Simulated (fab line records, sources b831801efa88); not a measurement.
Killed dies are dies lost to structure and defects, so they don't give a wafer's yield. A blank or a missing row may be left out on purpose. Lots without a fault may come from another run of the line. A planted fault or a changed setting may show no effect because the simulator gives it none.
fab line records | flow gf180mcu
record lots=5 wafers=15 last_day=34
route steps=602 shown MVPSD@85 VT_IMPLANT@90
lots that met no fault: from a run of the same line without faults
start_h: hours from the record's first day to the start of the lot's first wafer shown | wait_h: hours since the lot's step before | " the same as in the row above | L1.1+2: a row that stands for several wafers | - no value, or no start given | * or withheld: withheld | < > ~ a bound
route shown NAME@n: a module of which the file shows steps, and the number in the route of the first | usual: mean/standard deviation of fault-free wafers | same: alike in all rows | chamber/n: place in a boat | sites: the reading at each site | _std_site: their standard deviation | _edge_site: outer sites' mean less inner sites' | radius_mm: how far each site lies from the wafer's centre | mask NAME#n: copy n | behind: the tool/chamber that last shaped the wafer | hold: why the lot was held/for how many hours/how that ended | device: the transistor (n, p or np) that didn't switch | end of line: the same wafers' tests at the end of the route | a step without rows: its recipe alone | killed: dies lost to structure and defects at the first sort, not the wafer's yield | map: a wafer's dies, x killed, . not, _ none there
set.NAME: the setting as run; set.NAME@STEP: as run at that earlier step | model.NAME: the simulator's own value behind a step, which no gauge read
lots at some steps of the route; a table a step, a row a wafer
services: from which hour (start_h, from the record's first day; less than 0 if before it) a tool's chamber was out of use, for how many hours, and why
## steps
# step GF_MVPSD_OVL_MEAS_07
# usual MVPSD_OVL=-0.2/1.7
# columns lot.wafer tool chamber start_h wait_h MVPSD_OVL[nm]
L083.1 overlay-01 - 146.31 - 0.7
L083.3 " - " " 0.1
L083.5 " - " " -0.1
L084.1 overlay-01 - 153.30 - -1.3
L084.4 " - " " -1.7
L084.6 " - " " 0.3
L087.2 overlay-02 - 176.16 - -0.6
L087.3 " - " " -1.3
L087.6 " - " " -1.9
L088.2 overlay-02 - 182.95 - 0.2
L088.4 " - " " 0.7
L088.5 " - " " 0.5
L095.1 overlay-02 - 231.11 - 1.3
L095.3 " - " " 2.4
L095.6 " - " " 1.7
# step GF_MVPSD_IMPLANT_08
# recipe species=B energy_kev=170 dose_cm2=1.5e+13 tilt_deg=0
# usual beam_on_s=10.01/0.21
# columns lot.wafer tool chamber start_h wait_h beam_on_s
L083.1 implanter-01 0 146.34 0.0 9.84
L083.3 " 0 " " 10.00
L083.5 " 0 " " 10.06
L084.1 implanter-03 0 153.34 0.0 10.27
L084.4 " 0 " " 9.72
L084.6 " 0 " " 10.07
L087.2 implanter-04 0 176.22 0.0 9.98
L087.3 " 0 " " 10.44
L087.6 " 0 " " 10.14
L088.2 implanter-01 0 183.00 0.0 10.29
L088.4 " 0 " " 10.21
L088.5 " 0 " " 10.05
L095.1 implanter-03 0 231.14 0.0 9.92
L095.3 " 0 " " 9.97
L095.6 " 0 " " 9.90
# step GF_MVPSD_IMPLANT_09
# recipe species=B energy_kev=40 dose_cm2=5e+12 tilt_deg=0
# usual beam_on_s=10.04/0.2
# columns lot.wafer tool chamber start_h wait_h beam_on_s
L083.1 implanter-01 0 146.49 0.1 9.90
L083.3 " 0 " " 10.24
L083.5 " 0 " " 9.82
L084.1 implanter-03 0 153.49 0.1 9.83
L084.4 " 0 " " 10.16
L084.6 " 0 " " 10.18
L087.2 implanter-04 0 176.37 0.1 9.93
L087.3 " 0 " " 10.11
L087.6 " 0 " " 9.75
L088.2 implanter-01 0 183.15 0.1 9.78
L088.4 " 0 " " 10.12
L088.5 " 0 " " 10.35
L095.1 implanter-03 0 231.29 0.1 10.04
L095.3 " 0 " " 10.05
L095.6 " 0 " " 10.18
# step GF_MVPSD_STRIP_10
# recipe chemistry=O2/N2 power_w=1400 pressure_mtorr=1500 platen_temp_c=250 o2_flow_sccm=3000 n2_flow_sccm=300 overash_fraction=0.5
# usual drypump_motor_current_A=5.8/0.39 heater_power_w=307/12 oes_product_au=0.723/0.0042 platen_temp_c=250.00/0.18 strip_time_to_endpoint_s=37.00/0.11
# columns lot.wafer tool chamber start_h wait_h drypump_motor_current_A heater_power_w oes_product_au platen_temp_c rf_hours_counter_h strip_time_to_endpoint_s
L083.1 plasma_asher-03 1 146.64 0.1 6.5 306 0.720 249.99 35 37.11
L083.3 " 0 " " 5.9 309 0.727 249.79 - 37.12
L083.5 " 0 " " 5.9 319 0.714 250.07 - 37.04
L084.1 plasma_asher-03 0 153.64 0.1 5.9 316 0.725 249.97 36 36.92
L084.4 " 1 " " 6.5 309 0.716 250.04 - 36.94
L084.6 " 1 " " 6.6 301 0.719 250.06 - 36.86
L087.2 plasma_asher-01 1 176.49 0.1 5.5 303 0.717 250.03 54 37.04
L087.3 " 1 " " 5.5 309 0.722 249.79 - 36.97
L087.6 " 1 " " 5.5 301 0.720 250.02 - 37.05
L088.2 plasma_asher-02 0 183.28 0.1 5.2 313 0.724 250.31 55 36.91
L088.4 " 1 " " 5.8 326 0.716 249.94 - 37.10
L088.5 " 0 " " 5.2 319 0.723 250.25 - 37.09
L095.1 plasma_asher-01 0 231.44 0.1 6.0 294 0.725 249.98 60 37.04
L095.3 " 0 " " 6.0 289 0.720 250.04 - 36.99
L095.6 " 0 " " 6.0 288 0.724 249.92 - 37.07
# step GF_MVPSD_TW_MEAS_11
# usual MVPSD_TW=549/10
# columns lot.wafer tool chamber start_h wait_h MVPSD_TW
L083.1 film_metro-02 - 146.74 0.1 536
L083.3 " - " " 537
L083.5 " - " " 536
L084.1 film_metro-02 - 153.74 0.1 536
L084.4 " - " " 536
L084.6 " - " " 536
L087.2 film_metro-03 - 176.60 0.1 561
L087.3 " - " " 564
L087.6 " - " " 564
L088.2 film_metro-02 - 183.39 0.1 540
L088.4 " - " " 540
L088.5 " - " " 544
L095.1 film_metro-02 - 231.54 0.1 538
L095.3 " - " " 539
L095.6 " - " " 540
# step GF_VT_IMPLANT_DEHYDRATE_00
# recipe temp_c=200 time_s=60
# columns lot.wafer tool chamber start_h wait_h
L083.1+3+5 litho_track-03 0 153.23 6.5
L084.1+4+6 litho_track-03 0 160.68 6.9
L087.2+3+6 litho_track-01 0 184.21 7.6
L088.2+4+5 litho_track-03 0 190.81 7.4
L095.1+3+6 litho_track-04 0 239.95 8.4
# step GF_VT_IMPLANT_HMDS_01
# recipe prime_time_s=60 prime_temp_c=120
# columns lot.wafer tool chamber start_h wait_h
L083.1+3+5 litho_track-03 0 153.38 0.1
L084.1+4+6 litho_track-03 0 160.83 0.1
L087.2+3+6 litho_track-01 0 184.36 0.1
L088.2+4+5 litho_track-03 0 190.96 0.1
L095.1+3+6 litho_track-04 0 240.10 0.1
# step GF_VT_IMPLANT_COAT_02
# recipe resist=NOVOLAK spin_rpm=3000 resist_thk_nm=1000
# usual dispense_pressure_kPa=50/3.1
# columns lot.wafer tool chamber start_h wait_h dispense_pressure_kPa
L083.1 litho_track-03 0 153.53 0.1 46
L083.3 " 0 " " 46
L083.5 " 0 " " 46
L084.1 litho_track-03 0 160.98 0.1 47
L084.4 " 0 " " 47
L084.6 " 0 " " 46
L087.2 litho_track-01 0 184.51 0.1 54
L087.3 " 0 " " 54
L087.6 " 0 " " 54
L088.2 litho_track-03 0 191.11 0.1 47
L088.4 " 0 " " 46
L088.5 " 0 " " 46
L095.1 litho_track-04 0 240.25 0.1 49
L095.3 " 0 " " 49
L095.6 " 0 " " 49
# step GF_VT_IMPLANT_SOFTBAKE_03
# recipe temp_c=90 time_s=60 resist=NOVOLAK
# columns lot.wafer tool chamber start_h wait_h
L083.1+3+5 litho_track-03 0 153.68 0.1
L084.1+4+6 litho_track-03 0 161.13 0.1
L087.2+3+6 litho_track-01 0 184.66 0.1
L088.2+4+5 litho_track-03 0 191.26 0.1
L095.1+3+6 litho_track-04 0 240.40 0.1
# step GF_VT_IMPLANT_EXPOSE_04
# recipe mask_id=LVPWELL_LV_AREA target_cd_nm=600 na=0.6 source_shape=conventional sigma_outer=0.6 dose_mj=140
# same na=0.6
# columns lot.wafer tool chamber start_h wait_h mask
L083.1+3+5 iline_stepper-02 0 - - LVPWELL_LV_AREA#0
L084.1+4+6 iline_stepper-02 0 - - LVPWELL_LV_AREA#0
L087.2+3+6 iline_stepper-01 0 - - LVPWELL_LV_AREA#0
L088.2+4+5 iline_stepper-02 0 - - LVPWELL_LV_AREA#0
L095.1+3+6 iline_stepper-02 0 - - LVPWELL_LV_AREA#0
# step GF_VT_IMPLANT_PEB_05
# recipe temp_c=withheld time_s=* resist=NOVOLAK
# columns lot.wafer tool chamber start_h wait_h
L083.1+3+5 litho_track-01 0 - -
L084.1+4+6 litho_track-03 0 - -
L087.2+3+6 litho_track-03 0 - -
L088.2+4+5 litho_track-03 0 - -
L095.1+3+6 litho_track-04 0 - -
# step GF_VT_IMPLANT_DEVELOP_06
# recipe develop_time_s=60 dev_temp_c=23
# columns lot.wafer tool chamber start_h wait_h
L083.1+3+5 litho_track-01 0 161.19 0.1
L084.1+4+6 litho_track-03 0 168.78 0.1
L087.2+3+6 litho_track-03 0 193.16 0.1
L088.2+4+5 litho_track-03 0 199.66 0.1
L095.1+3+6 litho_track-04 0 249.35 0.1
# step GF_VT_IMPLANT_OVL_MEAS_07
# usual VT_IMPLANT_OVL=0.6/1.5
# columns lot.wafer tool chamber start_h wait_h VT_IMPLANT_OVL[nm]
L083.1 overlay-01 - 161.34 0.1 -0.2
L083.3 " - " " 0.0
L083.5 " - " " 2.1
L084.1 overlay-02 - 168.93 0.1 -0.8
L084.4 " - " " 0.6
L084.6 " - " " 2.2
L087.2 overlay-01 - 193.29 0.1 -0.9
L087.3 " - " " -1.0
L087.6 " - " " -3.1
L088.2 overlay-01 - 199.79 0.1 0.8
L088.4 " - " " 1.5
L088.5 " - " " 0.9
L095.1 overlay-02 - 249.50 0.1 3.1
L095.3 " - " " 2.1
L095.6 " - " " 1.5
# step GF_VT_IMPLANT_IMPLANT_08
# recipe species=BF2 energy_kev=20 dose_cm2=8.29e+12 tilt_deg=7
# usual beam_on_s=10.01/0.19
# columns lot.wafer tool chamber start_h wait_h beam_on_s
L083.1 implanter-04 0 161.38 0.0 10.02
L083.3 " 0 " " 9.75
L083.5 " 0 " " 9.94
L084.1 implanter-02 0 168.97 0.0 10.21
L084.4 " 0 " " 10.02
L084.6 " 0 " " 10.21
L087.2 implanter-04 0 193.34 0.0 10.21
L087.3 " 0 " " 10.23
L087.6 " 0 " " 9.85
L088.2 implanter-01 0 199.84 0.0 10.11
L088.4 " 0 " " 9.98
L088.5 " 0 " " 10.03
L095.1 implanter-04 0 249.54 0.0 10.16
L095.3 " 0 " " 9.83
L095.6 " 0 " " 9.97
# step GF_VT_IMPLANT_STRIP_09
# recipe chemistry=O2/N2 power_w=1400 pressure_mtorr=1500 platen_temp_c=250 o2_flow_sccm=3000 n2_flow_sccm=300 overash_fraction=0.5
# usual drypump_motor_current_A=5.68/0.22 heater_power_w=322/39 oes_product_au=0.716/0.0045 platen_temp_c=249.98/0.19 strip_time_to_endpoint_s=12.63/0.034
# columns lot.wafer tool chamber start_h wait_h drypump_motor_current_A heater_power_w oes_product_au platen_temp_c rf_hours_counter_h strip_time_to_endpoint_s
L083.1 plasma_asher-02 1 161.53 0.1 5.76 332 0.714 249.75 53 12.68
L083.3 " 0 " " 5.24 311 0.711 249.87 - 12.64
L083.5 " 1 " " 5.76 326 0.715 249.84 - 12.62
L084.1 plasma_asher-04 0 169.12 0.1 5.63 302 0.715 250.10 5 12.60
L084.4 " 0 " " 5.69 315 0.722 250.06 - 12.61
L084.6 " 0 " " 5.65 299 0.716 249.97 - 12.62
L087.2 plasma_asher-01 0 193.47 0.1 5.99 289 0.716 250.12 56 12.56
L087.3 " 1 " " 5.54 302 0.715 250.01 - 12.60
L087.6 " 1 " " 5.52 293 0.718 250.00 - 12.63
L088.2 plasma_asher-01 0 199.97 0.1 5.98 287 0.710 250.07 56 12.70
L088.4 " 1 " " 5.52 304 0.724 250.10 - 12.67
L088.5 " 1 " " 5.50 307 0.717 249.69 - 12.68
L095.1 plasma_asher-01 1 249.69 0.1 5.54 311 0.722 250.07 63 12.58
L095.3 " 0 " " 5.95 287 0.721 249.94 - 12.64
L095.6 " 0 " " 5.99 299 0.715 250.09 - 12.61
# step GF_VT_IMPLANT_TW_MEAS_10
# usual VT_IMPLANT_TW=554/5.7
# columns lot.wafer tool chamber start_h wait_h VT_IMPLANT_TW
L083.1 film_metro-02 - 161.63 0.1 545
L083.3 " - " " 546
L083.5 " - " " 545
L084.1 film_metro-04 - 169.22 0.1 556
L084.4 " - " " 556
L084.6 " - " " 556
L087.2 film_metro-01 - 193.58 0.1 559
L087.3 " - " " 558
L087.6 " - " " 561
L088.2 film_metro-01 - 200.08 0.1 559
L088.4 " - " " 557
L088.5 " - " " 562
L095.1 film_metro-04 - 249.79 0.1 562
L095.3 " - " " 557
L095.6 " - " " 556
# step GF_VT_IMPLANT_DEHYDRATE_11
# recipe temp_c=200 time_s=60
# columns lot.wafer tool chamber start_h wait_h
L083.1+3+5 litho_track-03 0 168.93 7.3
L084.1+4+6 litho_track-01 0 177.19 8.0
L087.2+3+6 litho_track-01 0 201.96 8.4
L088.2+4+5 litho_track-01 0 207.66 7.6
L095.1+3+6 litho_track-01 0 258.64 8.8
# step GF_VT_IMPLANT_HMDS_12
# recipe prime_time_s=60 prime_temp_c=120
# columns lot.wafer tool chamber start_h wait_h
L083.1+3+5 litho_track-03 0 169.08 0.1
L084.1+4+6 litho_track-01 0 177.34 0.1
L087.2+3+6 litho_track-01 0 202.11 0.1
L088.2+4+5 litho_track-01 0 207.81 0.1
L095.1+3+6 litho_track-01 0 258.79 0.1
# step GF_VT_IMPLANT_COAT_13
# recipe resist=NOVOLAK spin_rpm=3000 resist_thk_nm=1000
# usual dispense_pressure_kPa=50/3.4
# columns lot.wafer tool chamber start_h wait_h dispense_pressure_kPa
L083.1 litho_track-03 0 169.23 0.1 46
L083.3 " 0 " " 46
L083.5 " 0 " " 46
L084.1 litho_track-01 0 177.49 0.1 54
L084.4 " 0 " " 54
L084.6 " 0 " " 54
L087.2 litho_track-01 0 202.26 0.1 54
L087.3 " 0 " " 54
L087.6 " 0 " " 54
L088.2 litho_track-01 0 207.96 0.1 54
L088.4 " 0 " " 54
L088.5 " 0 " " 54
L095.1 litho_track-01 0 258.94 0.1 54
L095.3 " 0 " " 54
L095.6 " 0 " " 54
# step GF_VT_IMPLANT_SOFTBAKE_14
# recipe temp_c=90 time_s=60 resist=NOVOLAK
# columns lot.wafer tool chamber start_h wait_h
L083.1+3+5 litho_track-03 0 169.38 0.1
L084.1+4+6 litho_track-01 0 177.64 0.1
L087.2+3+6 litho_track-01 0 202.41 0.1
L088.2+4+5 litho_track-01 0 208.11 0.1
L095.1+3+6 litho_track-01 0 259.09 0.1
# step GF_VT_IMPLANT_EXPOSE_15
# recipe mask_id=Nwell_LV_AREA target_cd_nm=860 na=0.6 source_shape=conventional sigma_outer=0.6 dose_mj=140
# same na=0.6
# columns lot.wafer tool chamber start_h wait_h mask
L083.1+3+5 iline_stepper-02 0 - - Nwell_LV_AREA#0
L084.1+4+6 iline_stepper-01 0 - - Nwell_LV_AREA#0
L087.2+3+6 iline_stepper-02 0 - - Nwell_LV_AREA#0
L088.2+4+5 iline_stepper-01 0 - - Nwell_LV_AREA#0
L095.1+3+6 iline_stepper-02 0 - - Nwell_LV_AREA#0
# step GF_VT_IMPLANT_PEB_16
# recipe temp_c=withheld time_s=* resist=NOVOLAK
# columns lot.wafer tool chamber start_h wait_h
L083.1+3+5 litho_track-04 0 - -
L084.1+4+6 litho_track-03 0 - -
L087.2+3+6 litho_track-03 0 - -
L088.2+4+5 litho_track-03 0 - -
L095.1+3+6 litho_track-04 0 - -
# step GF_VT_IMPLANT_DEVELOP_17
# recipe develop_time_s=60 dev_temp_c=23
# columns lot.wafer tool chamber start_h wait_h
L083.1+3+5 litho_track-04 0 177.75 0.1
L084.1+4+6 litho_track-03 0 185.93 0.1
L087.2+3+6 litho_track-03 0 210.56 0.1
L088.2+4+5 litho_track-03 0 216.06 0.1
L095.1+3+6 litho_track-04 0 268.55 0.1
# step GF_VT_IMPLANT_OVL_MEAS_18
# usual VT_IMPLANT_01_OVL=-0.6/1.5
# columns lot.wafer tool chamber start_h wait_h VT_IMPLANT_01_OVL[nm]
L083.1 overlay-02 - 177.90 0.1 0.7
L083.3 " - " " -2.2
L083.5 " - " " -0.4
L084.1 overlay-01 - 186.08 0.1 -1.2
L084.4 " - " " -1.2
L084.6 " - " " 1.5
L087.2 overlay-02 - 210.69 0.1 -1.9
L087.3 " - " " -2.2
L087.6 " - " " -1.5
L088.2 overlay-02 - 216.19 0.1 -0.4
L088.4 " - " " -1.9
L088.5 " - " " 1.3
L095.1 overlay-02 - 268.70 0.1 -1.7
L095.3 " - " " -2.0
L095.6 " - " " -2.6
# step GF_VT_IMPLANT_IMPLANT_19
# recipe species=As energy_kev=100 dose_cm2=4.35e+12 tilt_deg=7
# usual beam_on_s=10.03/0.22
# columns lot.wafer tool chamber start_h wait_h beam_on_s
L083.1 implanter-02 0 177.94 0.0 10.16
L083.3 " 0 " " 10.35
L083.5 " 0 " " 9.86
L084.1 implanter-02 0 186.12 0.0 9.90
L084.4 " 0 " " 10.26
L084.6 " 0 " " 9.96
L087.2 implanter-01 0 210.74 0.0 10.04
L087.3 " 0 " " 10.01
L087.6 " 0 " " 10.01
L088.2 implanter-02 0 216.24 0.0 9.91
L088.4 " 0 " " 9.59
L088.5 " 0 " " 9.88
L095.1 implanter-01 0 268.74 0.0 10.58
L095.3 " 0 " " 9.90
L095.6 " 0 " " 10.03
# step GF_VT_IMPLANT_STRIP_20
# recipe chemistry=O2/N2 power_w=1400 pressure_mtorr=1500 platen_temp_c=250 o2_flow_sccm=3000 n2_flow_sccm=300 overash_fraction=0.5
# usual drypump_motor_current_A=5.63/0.24 heater_power_w=324/35 oes_product_au=0.715/0.004 platen_temp_c=250.00/0.18 strip_time_to_endpoint_s=12.62/0.035
# columns lot.wafer tool chamber start_h wait_h drypump_motor_current_A heater_power_w oes_product_au platen_temp_c rf_hours_counter_h strip_time_to_endpoint_s
L083.1 plasma_asher-04 0 178.09 0.1 5.66 307 0.713 250.04 6 12.63
L083.3 " 1 " " 5.70 407 0.719 250.28 - 12.62
L083.5 " 1 " " 5.73 395 0.713 249.88 - 12.59
L084.1 plasma_asher-02 0 186.27 0.1 5.25 320 0.711 250.06 55 12.64
L084.4 " 1 " " 5.76 323 0.725 249.97 - 12.63
L084.6 " 0 " " 5.25 307 0.711 250.22 - 12.63
L087.2 plasma_asher-04 1 210.87 0.1 5.74 401 0.713 250.31 9 12.62
L087.3 " 1 " " 5.73 405 0.711 250.24 - 12.63
L087.6 " 1 " " 5.73 404 0.716 250.28 - 12.58
L088.2 plasma_asher-02 0 216.37 0.1 5.23 315 0.720 250.32 59 12.63
L088.4 " 0 " " 5.22 306 0.719 249.92 - 12.70
L088.5 " 0 " " 5.22 310 0.718 249.75 - 12.68
L095.1 plasma_asher-01 0 268.89 0.1 6.00 300 0.709 250.21 65 12.58
L095.3 " 1 " " 5.52 298 0.713 249.94 - 12.63
L095.6 " 0 " " 5.99 298 0.717 250.02 - 12.65
# step GF_VT_IMPLANT_TW_MEAS_21
# usual VT_IMPLANT_2_TW=1194/10
# columns lot.wafer tool chamber start_h wait_h VT_IMPLANT_2_TW
L083.1 film_metro-01 - 178.19 0.1 1196
L083.3 " - " " 1192
L083.5 " - " " 1197
L084.1 film_metro-01 - 186.37 0.1 1204
L084.4 " - " " 1193
L084.6 " - " " 1198
L087.2 film_metro-04 - 210.98 0.1 1203
L087.3 " - " " 1201
L087.6 " - " " 1199
L088.2 film_metro-01 - 216.48 0.1 1197
L088.4 " - " " 1202
L088.5 " - " " 1204
L095.1 film_metro-01 - 268.99 0.1 1210
L095.3 " - " " 1197
L095.6 " - " " 1200
# step GF_VT_IMPLANT_DEHYDRATE_22
# recipe temp_c=200 time_s=60
# columns lot.wafer tool chamber start_h wait_h
L083.1+3+5 litho_track-04 0 185.80 7.6
L084.1+4+6 litho_track-01 0 193.99 7.6
L087.2+3+6 litho_track-04 0 219.98 9.0
L088.2+4+5 litho_track-01 0 225.56 9.1
L095.1+3+6 litho_track-03 0 277.93 8.9
# step GF_VT_IMPLANT_HMDS_23
# recipe prime_time_s=60 prime_temp_c=120
# columns lot.wafer tool chamber start_h wait_h
L083.1+3+5 litho_track-04 0 185.95 0.1
L084.1+4+6 litho_track-01 0 194.14 0.1
L087.2+3+6 litho_track-04 0 220.13 0.1
L088.2+4+5 litho_track-01 0 225.71 0.1
L095.1+3+6 litho_track-03 0 278.08 0.1
# step GF_VT_IMPLANT_COAT_24
# recipe resist=NOVOLAK spin_rpm=3000 resist_thk_nm=1000
# usual dispense_pressure_kPa=49.6/2.8
# columns lot.wafer tool chamber start_h wait_h dispense_pressure_kPa
L083.1 litho_track-04 0 186.10 0.1 49.2
L083.3 " 0 " " 49.2
L083.5 " 0 " " 49.2
L084.1 litho_track-01 0 194.29 0.1 54.1
L084.4 " 0 " " 54.1
L084.6 " 0 " " 54.1
L087.2 litho_track-04 0 220.28 0.1 49.2
L087.3 " 0 " " 49.2
L087.6 " 0 " " 49.3
L088.2 litho_track-01 0 225.86 0.1 54.1
L088.4 " 0 " " 54.2
L088.5 " 0 " " 54.1
L095.1 litho_track-03 0 278.23 0.1 46.6
L095.3 " 0 " " 46.6
L095.6 " 0 " " 46.5
# step GF_VT_IMPLANT_SOFTBAKE_25
# recipe temp_c=90 time_s=60 resist=NOVOLAK
# columns lot.wafer tool chamber start_h wait_h
L083.1+3+5 litho_track-04 0 186.25 0.1
L084.1+4+6 litho_track-01 0 194.44 0.1
L087.2+3+6 litho_track-04 0 220.43 0.1
L088.2+4+5 litho_track-01 0 226.01 0.1
L095.1+3+6 litho_track-03 0 278.38 0.1
# step GF_VT_IMPLANT_EXPOSE_26
# recipe mask_id=LVPWELL_HV_AREA target_cd_nm=860 na=0.6 source_shape=conventional sigma_outer=0.6 dose_mj=140
# same na=0.6
# columns lot.wafer tool chamber start_h wait_h mask
L083.1+3+5 iline_stepper-02 0 - - LVPWELL_HV_AREA#0
L084.1+4+6 iline_stepper-01 0 - - LVPWELL_HV_AREA#0
L087.2+3+6 iline_stepper-01 0 - - LVPWELL_HV_AREA#0
L088.2+4+5 iline_stepper-02 0 - - LVPWELL_HV_AREA#0
L095.1+3+6 iline_stepper-02 0 - - LVPWELL_HV_AREA#0
# step GF_VT_IMPLANT_PEB_27
# recipe temp_c=withheld time_s=* resist=NOVOLAK
# columns lot.wafer tool chamber start_h wait_h
L083.1+3+5 litho_track-03 0 - -
L084.1+4+6 litho_track-03 0 - -
L087.2+3+6 litho_track-03 0 - -
L088.2+4+5 litho_track-03 0 - -
L095.1+3+6 litho_track-01 0 - -
# step GF_VT_IMPLANT_DEVELOP_28
# recipe develop_time_s=60 dev_temp_c=23
# columns lot.wafer tool chamber start_h wait_h
L083.1+3+5 litho_track-03 0 194.38 0.1
L084.1+4+6 litho_track-03 0 203.13 0.1
L087.2+3+6 litho_track-03 0 229.31 0.1
L088.2+4+5 litho_track-03 0 234.71 0.1
L095.1+3+6 litho_track-01 0 288.54 0.1
# step GF_VT_IMPLANT_OVL_MEAS_29
# usual VT_IMPLANT_02_OVL=0.3/1.5
# columns lot.wafer tool chamber start_h wait_h VT_IMPLANT_02_OVL[nm]
L083.1 overlay-02 - 194.53 0.1 -1.2
L083.3 " - " " -0.7
L083.5 " - " " -0.2
L084.1 overlay-02 - 203.28 0.1 2.0
L084.4 " - " " -0.9
L084.6 " - " " 3.6
L087.2 overlay-02 - 229.44 0.1 1.1
L087.3 " - " " 3.2
L087.6 " - " " 1.6
L088.2 overlay-01 - 234.84 0.1 2.8
L088.4 " - " " -1.6
L088.5 " - " " 0.0
L095.1 overlay-02 - 288.69 0.1 0.3
L095.3 " - " " 0.3
L095.6 " - " " -2.0
# step GF_VT_IMPLANT_IMPLANT_30
# recipe species=B energy_kev=25 dose_cm2=2.534e+12 tilt_deg=7
# usual beam_on_s=10.00/0.2
# columns lot.wafer tool chamber start_h wait_h beam_on_s
L083.1 implanter-04 0 194.57 0.0 9.85
L083.3 " 0 " " 9.82
L083.5 " 0 " " 9.36
L084.1 implanter-01 0 203.32 0.0 9.76
L084.4 " 0 " " 9.93
L084.6 " 0 " " 9.96
L087.2 implanter-01 0 229.49 0.0 10.50
L087.3 " 0 " " 10.12
L087.6 " 0 " " 9.94
L088.2 implanter-04 0 234.89 0.0 10.22
L088.4 " 0 " " 9.75
L088.5 " 0 " " 9.89
L095.1 implanter-02 0 288.72 0.0 10.07
L095.3 " 0 " " 9.86
L095.6 " 0 " " 10.26
# step GF_VT_IMPLANT_STRIP_31
# recipe chemistry=O2/N2 power_w=1400 pressure_mtorr=1500 platen_temp_c=250 o2_flow_sccm=3000 n2_flow_sccm=300 overash_fraction=0.5
# usual drypump_motor_current_A=5.61/0.25 heater_power_w=323/33 oes_product_au=0.715/0.0046 platen_temp_c=250.01/0.18 strip_time_to_endpoint_s=12.63/0.033
# columns lot.wafer tool chamber start_h wait_h drypump_motor_current_A heater_power_w oes_product_au platen_temp_c rf_hours_counter_h strip_time_to_endpoint_s
L083.1 plasma_asher-02 0 194.72 0.1 5.23 316 0.716 250.06 56 12.67
L083.3 " 0 " " 5.22 313 0.719 249.78 - 12.62
L083.5 " 1 " " 5.77 329 0.721 249.89 - 12.68
L084.1 plasma_asher-02 1 203.47 0.1 5.75 331 0.721 249.90 57 12.67
L084.4 " 1 " " 5.75 337 0.711 249.72 - 12.65
L084.6 " 0 " " 5.23 308 0.718 249.96 - 12.66
L087.2 plasma_asher-02 0 229.62 0.1 5.25 317 0.716 249.70 61 12.67
L087.3 " 0 " " 5.26 314 0.712 249.91 - 12.66
L087.6 " 1 " " 5.76 337 0.708 249.84 - 12.65
L088.2 plasma_asher-02 0 235.02 0.1 5.23 316 0.713 250.12 61 12.67
L088.4 " 1 " " 5.77 325 0.711 250.05 - 12.63
L088.5 " 1 " " 5.76 330 0.717 250.19 - 12.63
L095.1 plasma_asher-01 1 288.87 0.1 5.53 303 0.713 250.10 67 12.67
L095.3 " 0 " " 5.96 296 0.708 249.96 - 12.65
L095.6 " 1 " " 5.55 296 0.712 250.00 - 12.62
# step GF_VT_IMPLANT_TW_MEAS_32
# usual VT_IMPLANT_3_TW=264.5/2.1
# columns lot.wafer tool chamber start_h wait_h VT_IMPLANT_3_TW
L083.1 film_metro-04 - 194.82 0.1 266.1
L083.3 " - " " 265.2
L083.5 " - " " 267.5
L084.1 film_metro-04 - 203.57 0.1 263.9
L084.4 " - " " 265.8
L084.6 " - " " 265.8
L087.2 film_metro-04 - 229.73 0.1 266.9
L087.3 " - " " 266.8
L087.6 " - " " 268.2
L088.2 film_metro-04 - 235.13 0.1 267.0
L088.4 " - " " 265.4
L088.5 " - " " 265.5
L095.1 film_metro-02 - 288.97 0.1 261.0
L095.3 " - " " 261.4
L095.6 " - " " 260.7
# step GF_VT_IMPLANT_DEHYDRATE_33
# recipe temp_c=200 time_s=60
# columns lot.wafer tool chamber start_h wait_h
L083.1+3+5 litho_track-04 0 203.10 8.3
L084.1+4+6 litho_track-03 0 211.38 7.8
L087.2+3+6 litho_track-04 0 238.07 8.3
L088.2+4+5 litho_track-01 0 244.06 8.9
L095.1+3+6 litho_track-01 0 297.69 8.7
# step GF_VT_IMPLANT_HMDS_34
# recipe prime_time_s=60 prime_temp_c=120
# columns lot.wafer tool chamber start_h wait_h
L083.1+3+5 litho_track-04 0 203.25 0.1
L084.1+4+6 litho_track-03 0 211.53 0.1
L087.2+3+6 litho_track-04 0 238.22 0.1
L088.2+4+5 litho_track-01 0 244.21 0.1
L095.1+3+6 litho_track-01 0 297.84 0.1
# step GF_VT_IMPLANT_COAT_35
# recipe resist=NOVOLAK spin_rpm=3000 resist_thk_nm=1000
# usual dispense_pressure_kPa=50/3.2
# columns lot.wafer tool chamber start_h wait_h dispense_pressure_kPa
L083.1 litho_track-04 0 203.40 0.1 49
L083.3 " 0 " " 49
L083.5 " 0 " " 49
L084.1 litho_track-03 0 211.68 0.1 47
L084.4 " 0 " " 47
L084.6 " 0 " " 47
L087.2 litho_track-04 0 238.37 0.1 49
L087.3 " 0 " " 49
L087.6 " 0 " " 49
L088.2 litho_track-01 0 244.36 0.1 54
L088.4 " 0 " " 54
L088.5 " 0 " " 54
L095.1 litho_track-01 0 297.99 0.1 54
L095.3 " 0 " " 54
L095.6 " 0 " " 54
# step GF_VT_IMPLANT_SOFTBAKE_36
# recipe temp_c=90 time_s=60 resist=NOVOLAK
# columns lot.wafer tool chamber start_h wait_h
L083.1+3+5 litho_track-04 0 203.55 0.1
L084.1+4+6 litho_track-03 0 211.83 0.1
L087.2+3+6 litho_track-04 0 238.52 0.1
L088.2+4+5 litho_track-01 0 244.51 0.1
L095.1+3+6 litho_track-01 0 298.14 0.1
# step GF_VT_IMPLANT_EXPOSE_37
# recipe mask_id=Nwell_HV_AREA target_cd_nm=860 na=0.6 source_shape=conventional sigma_outer=0.6 dose_mj=140
# same na=0.6
# columns lot.wafer tool chamber start_h wait_h mask
L083.1+3+5 iline_stepper-01 0 - - Nwell_HV_AREA#0
L084.1+4+6 iline_stepper-02 0 - - Nwell_HV_AREA#0
L087.2+3+6 iline_stepper-01 0 - - Nwell_HV_AREA#0
L088.2+4+5 iline_stepper-01 0 - - Nwell_HV_AREA#0
L095.1+3+6 iline_stepper-02 0 - - Nwell_HV_AREA#0
## services
# columns tool chamber start_h hours kind
implanter-03 - 132.76 1.7 repair
litho_track-03 - 134.45 - consumable_replace:filter
iline_stepper-01 - 145.54 4.4 pm
iline_stepper-01 - 158.30 14.0 repair
plasma_asher-04 - 162.30 2.8 pm
implanter-02 - 186.55 6.4 pm
plasma_asher-03 - 196.21 4.2 repair
plasma_asher-03 - 210.44 14.3 repair
implanter-04 - 215.81 2.1 repair
iline_stepper-01 0 221.67 - calibration
implanter-02 - 224.31 6.0 repair
plasma_asher-04 - 234.54 15.6 pm
iline_stepper-02 - 244.56 4.3 pm
litho_track-04 - 258.60 - consumable_replace:filter
implanter-01 - 263.51 1.3 repair
iline_stepper-01 - 264.96 1.7 pm
iline_stepper-02 0 270.64 - calibration
implanter-03 - 281.14 1.1 repair
## key
fault none
